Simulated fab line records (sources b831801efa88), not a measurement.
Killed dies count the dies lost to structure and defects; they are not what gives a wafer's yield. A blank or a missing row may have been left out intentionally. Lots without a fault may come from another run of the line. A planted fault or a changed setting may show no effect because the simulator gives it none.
fab line records -- flow gf180mcu
record: lots: 12, wafers: 36, last_day: 34
route steps=602 shown HV_LDD@190 M1@331 M3@415 V3@454
lots with no fault: from the same line, run without faults
start_h: hours from the record's first day to the start of the lot's first wafer shown -- wait_h: hours since the lot's step before -- " identical to the entry in the row above -- L1.1+2: one row covering several wafers at once -- - either no value or no given start -- * or withheld: withheld -- < > ~ a bound
route shown NAME@n: NAME is a module with steps in the file, n the number in the route of the first one -- usual: mean and standard deviation over wafers with no fault -- same: alike in all rows -- chamber/n: place in a boat -- sites: per-site readings -- _std_site: how widely they spread, as a standard deviation -- _edge_site: the outer-site mean with the inner-site mean subtracted -- radius_mm: how far each site lies from the wafer's centre -- mask NAME#n: copy n -- behind: tool/chamber where the wafer was last shaped -- hold: why the lot went on hold/how many hours it stayed there/how the hold came to an end -- device: whichever transistor did not switch (one of n, p or np) -- end of line: tests of these same wafers at the route's end -- a step given without rows: its recipe and nothing more -- killed: not the wafer's yield, but the dies lost to structure and defects at the first sort -- map: dies across one wafer; x = killed, . = not, _ = none there
set.NAME: setting as actually run; set.NAME@STEP: the setting as run at that earlier step -- model.NAME: the simulator's own value behind a step, which no gauge read
route steps across a sampled set of lots; one table per step, one row per wafer
services: from which hour (start_h, from the record's first day; less than 0 if before it) a tool's chamber was out of use, for how many hours, and why
== steps ==
step: GF_HV_LDD_COAT_14
recipe: resist: NOVOLAK, spin_rpm: 3000, resist_thk_nm: 1000
usual: exhaust_pa: 45.1/0.78, spin_speed_rpm: 3000.5/1.7
lot.wafer,tool,chamber,start_h,wait_h,exhaust_pa,spin_speed_rpm
L867.2,litho_track-02,0,235.84,0.1,44.4,2998.4
L867.3,litho_track-02,0,235.84,0.1,46.0,2998.8
L867.4,litho_track-02,0,235.84,0.1,45.2,2997.8
L870.1,litho_track-03,0,260.18,0.1,45.6,2996.1
L870.4,litho_track-03,0,260.18,0.1,46.4,2997.4
L870.6,litho_track-03,0,260.18,0.1,46.9,2999.3
L872.3,litho_track-02,0,280.91,0.1,44.5,2998.7
L872.5,litho_track-02,0,280.91,0.1,45.0,2998.2
L872.6,litho_track-02,0,280.91,0.1,45.9,2999.3
L873.1,litho_track-02,0,287.21,0.1,46.3,3002.4
L873.2,litho_track-02,0,287.21,0.1,45.3,3004.9
L873.3,litho_track-02,0,287.21,0.1,44.7,3002.2
L874.1,litho_track-03,0,290.58,0.1,44.8,3002.2
L874.3,litho_track-03,0,290.58,0.1,45.9,2999.3
L874.5,litho_track-03,0,290.58,0.1,44.5,2999.6
L876.4,litho_track-02,0,306.79,0.1,44.1,3003.0
L876.5,litho_track-02,0,306.79,0.1,45.2,3003.3
L876.6,litho_track-02,0,306.79,0.1,44.6,3003.3
L877.3,litho_track-02,0,311.91,0.1,44.9,3320.2
L877.4,litho_track-02,0,311.91,0.1,43.9,3319.9
L877.6,litho_track-02,0,311.91,0.1,43.9,3324.1
L878.2,litho_track-03,0,317.56,0.1,45.3,3002.8
L878.3,litho_track-03,0,317.56,0.1,46.0,3000.6
L878.6,litho_track-03,0,317.56,0.1,45.1,3000.9
L880.4,litho_track-01,0,334.70,0.1,46.0,3001.6
L880.5,litho_track-01,0,334.70,0.1,45.4,3002.5
L880.6,litho_track-01,0,334.70,0.1,44.6,3001.1
L882.1,litho_track-02,0,348.26,0.1,43.3,3321.2
L882.2,litho_track-02,0,348.26,0.1,45.7,3319.6
L882.6,litho_track-02,0,348.26,0.1,44.4,3319.5
L886.1,litho_track-03,0,377.78,0.1,44.9,3002.3
L886.4,litho_track-03,0,377.78,0.1,44.6,2997.6
L886.6,litho_track-03,0,377.78,0.1,45.4,3000.8
L887.4,litho_track-03,0,382.76,0.1,45.3,2997.8
L887.5,litho_track-03,0,382.76,0.1,46.6,3002.0
L887.6,litho_track-03,0,382.76,0.1,45.5,2999.7
step: GF_HV_LDD_STRIP_22
recipe: chemistry: O2/N2, power_w: 1400, pressure_mtorr: 1500, platen_temp_c: 250, o2_flow_sccm: 3000, n2_flow_sccm: 300, overash_fraction: 0.5
usual: drypump_motor_current_A: 5.7/0.3, heater_power_w: 327/26, oes_product_au: 0.716/0.0045, strip_time_to_endpoint_s: 12.62/0.04
lot.wafer,tool,chamber,start_h,wait_h,drypump_motor_current_A,heater_power_w,oes_product_au,rf_hours_counter_h,strip_time_to_endpoint_s
L867.2,plasma_asher-04,0,245.22,0.1,5.7,349,0.715,44,12.64
L867.3,plasma_asher-04,1,245.22,0.1,5.2,324,0.716,-,12.66
L867.4,plasma_asher-04,0,245.22,0.1,5.7,357,0.713,-,12.65
L870.1,plasma_asher-01,1,270.12,0.1,6.3,351,0.712,64,12.54
L870.4,plasma_asher-01,0,270.12,0.1,5.5,280,0.714,-,12.57
L870.6,plasma_asher-01,0,270.12,0.1,5.5,274,0.710,-,12.54
L872.3,plasma_asher-02,0,291.15,0.1,5.7,316,0.711,-,12.57
L872.5,plasma_asher-02,0,291.15,0.1,5.7,316,0.714,-,12.61
L872.6,plasma_asher-02,1,291.15,0.1,5.9,331,0.718,-,12.60
L873.1,plasma_asher-04,1,297.54,0.1,5.2,330,0.725,50,12.65
L873.2,plasma_asher-04,0,297.54,0.1,5.7,357,0.719,50,12.65
L873.3,plasma_asher-04,1,297.54,0.1,5.2,324,0.721,-,12.64
L874.1,plasma_asher-02,1,300.89,0.1,5.9,338,0.707,19,12.58
L874.3,plasma_asher-02,0,300.89,0.1,5.7,314,0.710,-,12.64
L874.5,plasma_asher-02,0,300.89,0.1,5.7,322,0.713,-,12.65
L876.4,plasma_asher-01,1,317.05,0.1,6.3,360,0.721,-,12.65
L876.5,plasma_asher-01,1,317.05,0.1,6.3,352,0.718,-,12.64
L876.6,plasma_asher-01,0,317.05,0.1,5.5,278,0.718,-,12.64
L877.3,plasma_asher-02,1,322.77,0.1,5.9,321,0.711,-,12.06
L877.4,plasma_asher-02,0,322.77,0.1,5.7,313,0.720,-,12.03
L877.6,plasma_asher-02,1,322.77,0.1,5.9,332,0.718,-,12.04
L878.2,plasma_asher-02,1,328.33,0.1,5.8,330,0.717,22,12.62
L878.3,plasma_asher-02,0,328.33,0.1,5.7,316,0.711,-,12.63
L878.6,plasma_asher-02,1,328.33,0.1,5.8,326,0.716,-,12.60
L880.4,plasma_asher-01,0,345.76,0.1,5.5,279,0.709,-,12.55
L880.5,plasma_asher-01,1,345.76,0.1,6.3,356,0.721,-,12.56
L880.6,plasma_asher-01,0,345.76,0.1,5.5,271,0.710,-,12.54
L882.1,plasma_asher-04,0,359.69,0.1,5.7,360,0.720,55,12.10
L882.2,plasma_asher-04,1,359.69,0.1,5.2,327,0.717,55,12.11
L882.6,plasma_asher-04,1,359.69,0.1,5.2,331,0.713,-,12.11
L886.1,plasma_asher-04,1,389.62,0.1,5.2,319,0.714,57,12.56
L886.4,plasma_asher-04,0,389.62,0.1,5.7,356,0.716,-,12.60
L886.6,plasma_asher-04,0,389.62,0.1,5.7,354,0.713,-,12.60
L887.4,plasma_asher-04,1,395.12,0.1,5.2,327,0.712,-,12.66
L887.5,plasma_asher-04,1,395.12,0.1,5.2,332,0.713,-,12.61
L887.6,plasma_asher-04,0,395.12,0.1,5.7,356,0.714,-,12.60
step: GF_M1_METAL_ETCH_16
recipe: chemistry: Cl2/BCl3, mask_material: KrF, target_depth_nm: 750.8, stop_on: SiO2, pressure_mtorr: 8, icp_w: 800, bias_w: 140, Cl2_flow_sccm: 80, bcl3_flow_sccm: 40, time_s: 125.1
usual: bcl3_flow_sccm: 40.02/0.095, bias_w: 139.9/0.44, drypump_motor_current_A: 5.7/0.33, mfc_cl2_sccm: 79.97/0.27, oes_product_au: 0.991/0.0064, throttle_valve_pct: 28.230/0.0094
lot.wafer,tool,chamber,start_h,wait_h,bcl3_flow_sccm,bias_w,drypump_motor_current_A,mfc_cl2_sccm,oes_product_au,rf_hours_counter_h,throttle_valve_pct
L867.2,rie_metal-01,0,401.08,0.1,39.95,140.3,5.9,80.58,0.983,-,28.231
L867.3,rie_metal-01,0,401.08,0.1,39.89,140.0,5.9,80.58,0.981,-,28.223
L867.4,rie_metal-01,0,401.08,0.1,39.91,139.7,6.0,80.66,0.982,-,28.241
L870.1,rie_metal-04,0,430.31,0.0,39.98,140.4,6.2,80.37,0.995,10,28.226
L870.4,rie_metal-04,0,430.31,0.0,40.01,139.8,6.2,80.32,0.993,-,28.218
L870.6,rie_metal-04,1,430.31,0.0,40.07,139.7,5.2,79.92,0.990,-,28.218
L872.3,rie_metal-01,0,457.13,0.1,39.92,140.3,5.9,79.70,0.971,-,28.250
L872.5,rie_metal-01,0,457.13,0.1,40.14,140.0,5.9,79.73,0.968,-,28.235
L872.6,rie_metal-01,1,457.13,0.1,40.01,140.3,5.4,80.08,0.980,-,28.236
L873.1,rie_metal-01,1,464.16,0.0,40.04,138.8,5.4,79.88,0.994,7,28.235
L873.2,rie_metal-01,0,464.16,0.0,40.07,139.7,5.9,79.70,0.991,13,28.246
L873.3,rie_metal-01,0,464.16,0.0,39.94,140.3,5.9,79.72,0.986,-,28.242
L874.1,rie_metal-04,1,468.27,0.0,40.10,139.6,5.3,80.13,0.995,8,28.229
L874.3,rie_metal-04,0,468.27,0.0,39.93,139.5,6.2,80.20,0.993,-,28.240
L874.5,rie_metal-04,1,468.27,0.0,40.00,139.9,5.3,80.06,1.001,-,28.224
L876.4,rie_metal-03,0,488.72,0.1,40.21,139.7,5.6,79.91,0.989,-,28.211
L876.5,rie_metal-03,0,488.72,0.1,40.13,140.5,5.6,80.15,0.990,-,28.229
L876.6,rie_metal-03,1,488.72,0.1,39.96,139.5,5.9,80.03,0.994,-,28.233
L877.3,rie_metal-04,1,493.72,0.1,40.10,140.0,5.3,79.84,0.997,-,28.219
L877.4,rie_metal-04,1,493.72,0.1,40.03,140.1,5.2,79.79,0.993,-,28.225
L877.6,rie_metal-04,1,493.72,0.1,39.96,140.3,5.2,79.85,1.002,-,28.213
L878.2,rie_metal-01,1,500.12,0.1,40.01,140.0,5.5,80.32,0.981,-,28.226
L878.3,rie_metal-01,1,500.12,0.1,40.06,139.8,5.5,80.22,0.988,-,28.213
L878.6,rie_metal-01,1,500.12,0.1,39.96,140.1,5.5,80.27,0.992,-,28.238
L880.4,rie_metal-01,0,519.11,0.1,39.95,140.0,6.0,80.14,0.991,-,28.239
L880.5,rie_metal-01,1,519.11,0.1,40.07,140.4,5.4,79.68,0.983,-,28.237
L880.6,rie_metal-01,0,519.11,0.1,40.02,140.2,6.0,79.99,0.997,-,28.229
L882.1,rie_metal-03,1,534.63,0.0,40.10,140.4,5.9,79.78,0.996,10,28.221
L882.2,rie_metal-03,0,534.63,0.0,39.95,140.0,5.6,79.74,0.986,13,28.226
L882.6,rie_metal-03,0,534.63,0.0,40.19,140.8,5.6,79.75,0.987,-,28.209
L886.1,rie_metal-04,0,563.31,0.0,40.07,139.9,6.2,79.55,0.987,1,28.230
L886.4,rie_metal-04,0,563.31,0.0,39.93,139.4,6.2,79.59,0.984,-,28.228
L886.6,rie_metal-04,1,563.31,0.0,40.20,139.9,5.2,80.34,1.000,-,28.210
L887.4,rie_metal-03,1,568.71,0.1,40.10,140.8,5.9,79.98,0.992,-,28.206
L887.5,rie_metal-03,1,568.71,0.1,40.06,140.5,5.9,80.12,0.991,-,28.215
L887.6,rie_metal-03,0,568.71,0.1,39.86,140.0,5.6,79.88,0.986,-,28.230
step: GF_M3_THK_MEAS_06
recipe: thk_meas_gauge: xrf, reads: AlCu_of_M3_SPUTTER_02
usual: M3_ALCU_THK: 455/6.8
lot.wafer,tool,chamber,start_h,wait_h,M3_ALCU_THK[nm]
L867.2,film_metro-01,-,480.38,0.1,461
L867.3,film_metro-01,-,480.38,0.1,455
L867.4,film_metro-01,-,480.38,0.1,463
L870.1,film_metro-04,-,508.97,0.1,467
L870.4,film_metro-04,-,508.97,0.1,460
L870.6,film_metro-04,-,508.97,0.1,457
L872.3,film_metro-04,-,535.89,0.1,461
L872.5,film_metro-04,-,535.89,0.1,461
L872.6,film_metro-04,-,535.89,0.1,468
L873.1,film_metro-02,-,541.67,0.1,448
L873.2,film_metro-02,-,541.67,0.1,455
L873.3,film_metro-02,-,541.67,0.1,451
L874.1,film_metro-02,-,545.58,0.1,453
L874.3,film_metro-02,-,545.58,0.1,442
L874.5,film_metro-02,-,545.58,0.1,445
L876.4,film_metro-04,-,564.74,0.1,449
L876.5,film_metro-04,-,564.74,0.1,458
L876.6,film_metro-04,-,564.74,0.1,453
L877.3,film_metro-02,-,568.45,0.1,452
L877.4,film_metro-02,-,568.45,0.1,449
L877.6,film_metro-02,-,568.45,0.1,455
L878.2,film_metro-01,-,575.12,0.1,459
L878.3,film_metro-01,-,575.12,0.1,463
L878.6,film_metro-01,-,575.12,0.1,455
L880.4,film_metro-04,-,592.48,0.1,459
L880.5,film_metro-04,-,592.48,0.1,459
L880.6,film_metro-04,-,592.48,0.1,461
L882.1,film_metro-01,-,606.73,0.1,452
L882.2,film_metro-01,-,606.73,0.1,445
L882.6,film_metro-01,-,606.73,0.1,446
L886.1,film_metro-01,-,632.96,0.1,466
L886.4,film_metro-01,-,632.96,0.1,461
L886.6,film_metro-01,-,632.96,0.1,463
L887.4,film_metro-01,-,638.20,0.1,461
L887.5,film_metro-01,-,638.20,0.1,462
L887.6,film_metro-01,-,638.20,0.1,454
step: GF_V3_THK_MEAS_25
recipe: thk_meas_gauge: xrf, reads: W_of_V3_CVD_23
usual: V3_W_THK: 357/5.2
lot.wafer,tool,chamber,start_h,wait_h,V3_W_THK[nm]
L867.2,film_metro-03,-,529.82,0.1,360
L867.3,film_metro-03,-,529.82,0.1,360
L867.4,film_metro-03,-,529.82,0.1,358
L870.1,film_metro-03,-,557.96,0.1,360
L870.4,film_metro-03,-,557.96,0.1,362
L870.6,film_metro-03,-,557.96,0.1,358
L872.3,film_metro-02,-,582.76,0.1,353
L872.5,film_metro-02,-,582.76,0.1,347
L872.6,film_metro-02,-,582.76,0.1,354
L873.1,film_metro-02,-,588.92,0.1,350
L873.2,film_metro-02,-,588.92,0.1,348
L873.3,film_metro-02,-,588.92,0.1,348
L874.1,film_metro-02,-,592.23,0.1,355
L874.3,film_metro-02,-,592.23,0.1,353
L874.5,film_metro-02,-,592.23,0.1,351
L876.4,film_metro-03,-,609.57,0.1,362
L876.5,film_metro-03,-,609.57,0.1,362
L876.6,film_metro-03,-,609.57,0.1,361
L877.3,film_metro-02,-,613.29,0.1,349
L877.4,film_metro-02,-,613.29,0.1,350
L877.6,film_metro-02,-,613.29,0.1,349
L878.2,film_metro-02,-,619.41,0.1,345
L878.3,film_metro-02,-,619.41,0.1,352
L878.6,film_metro-02,-,619.41,0.1,352
L880.4,film_metro-01,-,635.91,0.1,360
L880.5,film_metro-01,-,635.91,0.1,358
L880.6,film_metro-01,-,635.91,0.1,358
L882.1,film_metro-03,-,649.71,0.1,363
L882.2,film_metro-03,-,649.71,0.1,364
L882.6,film_metro-03,-,649.71,0.1,360
L886.1,film_metro-02,-,674.36,0.1,356
L886.4,film_metro-02,-,674.36,0.1,355
L886.6,film_metro-02,-,674.36,0.1,363
L887.4,film_metro-03,-,679.37,0.1,365
L887.5,film_metro-03,-,679.37,0.1,361
L887.6,film_metro-03,-,679.37,0.1,364
== services ==
tool,chamber,start_h,hours,kind
plasma_asher-04,-,301.93,12.0,repair
plasma_asher-02,-,310.85,2.8,pm
plasma_asher-04,-,361.30,9.1,repair
plasma_asher-04,-,377.68,2.9,pm
rie_metal-01,1,400.32,5.9,repair
plasma_asher-01,-,409.53,0.5,repair
rie_metal-04,0,487.22,-,clean
rie_metal-04,0,487.22,13.9,scheduled_down
rie_metal-04,0,487.22,13.9,vent_cycle
rie_metal-01,0,487.25,-,clean
rie_metal-01,0,487.25,26.4,scheduled_down
rie_metal-01,0,487.25,26.4,vent_cycle
plasma_asher-04,-,541.67,1.4,repair
rie_metal-03,0,542.20,-,clean
rie_metal-03,0,542.20,18.9,scheduled_down
rie_metal-03,0,542.20,18.9,vent_cycle
rie_metal-04,-,554.88,0.7,repair
plasma_asher-01,-,556.46,2.8,pm
== key ==
first_sign: step: GF_HV_LDD_COAT_14, reading: spin_speed_rpm, direction: up, sigmas: 99+, usual: *, struck: *
effect: step: GF_HV_LDD_STRIP_22, reading: strip_time_to_endpoint_s, direction: down, sigmas: 14, usual: *, struck: *
met_at GF_HV_LDD_COAT_14
struck_lots L877,L882
tester_left_out L877,L882
not_acting_at GF_M1_METAL_ETCH_16,GF_M3_THK_MEAS_06,GF_V3_THK_MEAS_25
onset_between 306.79 311.91
fault: kind: process_parameter_drift, tool: litho_track-02, chamber: -, onset_h: 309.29, steps: GF_HV_LDD_COAT_14, channel: spin_rpm, offset: *, shape: step, end_h: 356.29, acts_in: *, stated: *
tester_left_out: of these lots the tester's yield and bins aren't shown, on N5 and GAA mostly nor the transistor test; their killed dies are dies lost to structure and defects alone, not to doping, threshold or leakage, so they don't give the yield
